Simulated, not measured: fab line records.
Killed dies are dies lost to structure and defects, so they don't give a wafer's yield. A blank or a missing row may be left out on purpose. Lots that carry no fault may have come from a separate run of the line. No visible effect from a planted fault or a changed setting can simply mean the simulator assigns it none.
Problem report in the 8D (eight disciplines) form, filled by code -- flow gf180mcu -- the parts of the form that need people (team, actions taken, sign-off) are left out

== 1. WHAT IS WRONG ==
beam_energy_keV at GF_HV_LDD_IMPLANT_09 reads a mean of 38.587 on 6 wafers of 2 lots; wafers without a fault read 40.000 with a standard deviation of 0.011. That is -99 or more standard deviations from the usual mean.
First observed at day 12 11:19: wafer L339.3, on implanter-04. The record has a number at this step for 18 wafers belonging to 6 lots. By rule, "out" or "out of limits" means more than 4 standard deviations away from the usual mean. Any other wafer with a number is counted as sound.

== 2. WHAT IT IS; WHAT IT IS NOT ==
question,is,is not
which readings at this step,beam_energy_keV,-
which lots,"L339, L342","L334, L351, L353, L354"
which wafers of those lots,all that have a number,-
read on which tools,implanter-04,"implanter-02, implanter-03"
when,from day 12 11:19,"up to then (3 sound wafers); but 9 sound wafers of L351, L353, L354 came after"

== 3. SUSPECTS, AND WHAT RULES EACH OUT ==
Counting: a tool at a process step up to the reading stays a suspect if it ran every lot that is out and no sound lot after the first of them.
- implanter-04 at GF_HV_LDD_IMPLANT_09: ruled out as a lasting fault. Following L339 (day 12 11:19), the first lot on it that is out, the sound lots L351 were run on it.
Left after counting: nothing in the record.

== 4. THE CAUSE (what the simulator had put in) ==
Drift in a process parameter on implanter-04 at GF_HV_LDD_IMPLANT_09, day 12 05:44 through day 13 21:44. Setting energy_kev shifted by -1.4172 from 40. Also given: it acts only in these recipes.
Counting ruled it out, wrongly.

== 5. SEQUENCE OF EFFECTS, ordered by route ==
Each row: a reading where the mean over the struck wafers with a number is more than 3 standard deviations away from the usual. Scope: only readings with a usual standard deviation given in the record; hours: median across lots of the time from each lot's start at the first step in this table that gives one to its start at this step; sigmas: change in usual standard deviations.
hours,step,reading,usual,on struck wafers,change,sigmas
0,GF_HV_LDD_IMPLANT_09,beam_energy_keV,40.000,38.587,-1.413,-99 or more
Its process steps:
- GF_HV_LDD_IMPLANT_09

== 6. HOW IT WOULD HAVE BEEN CAUGHT EARLIER ==
In this record the first reading out of limits was taken at day 12 11:19, 6 hours after the fault began at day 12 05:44.
